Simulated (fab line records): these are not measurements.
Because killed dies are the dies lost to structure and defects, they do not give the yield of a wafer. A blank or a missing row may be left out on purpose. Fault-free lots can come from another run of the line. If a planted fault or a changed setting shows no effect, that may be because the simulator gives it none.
2 desks looking at one fault | flow sky130 | what lay behind the numbers comes last; until then each desk has only its own

== TOOL OWNER'S DESK, implanter-01 ==
For each lot that ran on this tool, the mean over its sampled wafers that have a number, from the tool's own readings at SKY_VT_ADJUST_PCH_IMPLANT_08. A lot is out of limits, marked OUT, if its mean lies more than 4 standard deviations from the usual mean; the brackets give that distance.
Columns: A = doseIonsCm2 at SKY_VT_ADJUST_PCH_IMPLANT_08, usual 5e+11; B = faradayCurrentUA at SKY_VT_ADJUST_PCH_IMPLANT_08, usual 2.82
lot  | first seen here | A                       | B
L491 | day 13 08:24    | 3e+11 (-99 or more) OUT | 1.85 (-17) OUT
L495 | day 14 08:58    | 3e+11 (-99 or more) OUT | 1.86 (-17) OUT
L499 | day 16 12:15    | 5e+11                   | 2.81
L502 | day 16 15:00    | 5e+11                   | 2.83
L506 | day 18 00:38    | 5e+11                   | 2.80
Finding of this desk: L491, L495 out of limits; the first was L491 at day 13 08:24, on doseIonsCm2 at SKY_VT_ADJUST_PCH_IMPLANT_08. In limits: L499, L502, L506.

== AT THE METROLOGY DESK ==
What the gauges read, lot by lot, whatever tool the lot ran on: means of the sampled wafers that have a number. A lot is out of limits, marked OUT, if its mean lies more than 4 standard deviations from the usual mean; the brackets give that distance.
Columns: A = VT_ADJUST_PCH_TW at SKY_VT_ADJUST_PCH_TW_MEAS_10, usual 142.5; B = SD_N_RS at SKY_SD_N_RS_MEAS_16, usual 68.57 ohm/sq; C = CONTACT_CVD_00_THK at SKY_CONTACT_THK_MEAS_01, usual 74.8 nm; D = VIA1_HDPCVD_THK at SKY_VIA1_THK_MEAS_01, usual 1027 nm
lot  | first seen here | A               | B     | C    | D
L485 | day 11 03:29    | 142.5           | 68.44 | 75.0 | 1030
L488 | day 12 02:05    | 143.2           | 68.56 | 74.7 | 1017
L489 | day 12 04:23    | 141.5           | 68.46 | 74.4 | 1042
L491 | day 13 08:37    | 127.1 (-14) OUT | 68.65 | 75.9 | 1027
L495 | day 14 09:10    | 128.9 (-12) OUT | 68.54 | 75.5 | 1025
L496 | day 14 10:38    | 141.9           | 68.52 | 75.1 | 1030
L498 | day 15 09:29    | 141.7           | 68.59 | 74.0 | 1038
L499 | day 16 12:29    | 144.2           | 68.46 | 74.1 | 1029
L501 | day 16 14:22    | 141.8           | 68.68 | 75.1 | 1036
L502 | day 16 15:14    | 143.6           | 68.46 | 73.9 | 1020
L503 | day 16 21:13    | 143.8           | 68.59 | 74.4 | 1032
L504 | day 17 07:21    | 144.3           | 68.51 | 75.1 | 1039
L506 | day 18 00:53    | 140.9           | 68.59 | 74.4 | 1036
This desk's result: L491, L495 out of limits, first on L491 (VT_ADJUST_PCH_TW at SKY_VT_ADJUST_PCH_TW_MEAS_10), day 13 08:37. In limits: L485, L488, L489, L496, L498, L499, L501, L502, L503, L504, L506.

== TAKEN TOGETHER ==
The tool owner's desk had the chance to raise an alarm at day 13 08:24 on L491, L495.
L491, L495 would have let the metrology desk raise an alarm at day 13 08:37.
On implanter-01, each named lot ran SKY_VT_ADJUST_PCH_IMPLANT_08.

== WHAT HAD BEEN PUT IN BY THE SIMULATOR ==
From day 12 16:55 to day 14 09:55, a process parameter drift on implanter-01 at SKY_VT_ADJUST_PCH_IMPLANT_08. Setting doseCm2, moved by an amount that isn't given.
Lots struck among those shown: L491, L495.
Hours from the fault's start to each desk's first reading out of limits: the tool owner's desk, 15; the metrology desk, 16.
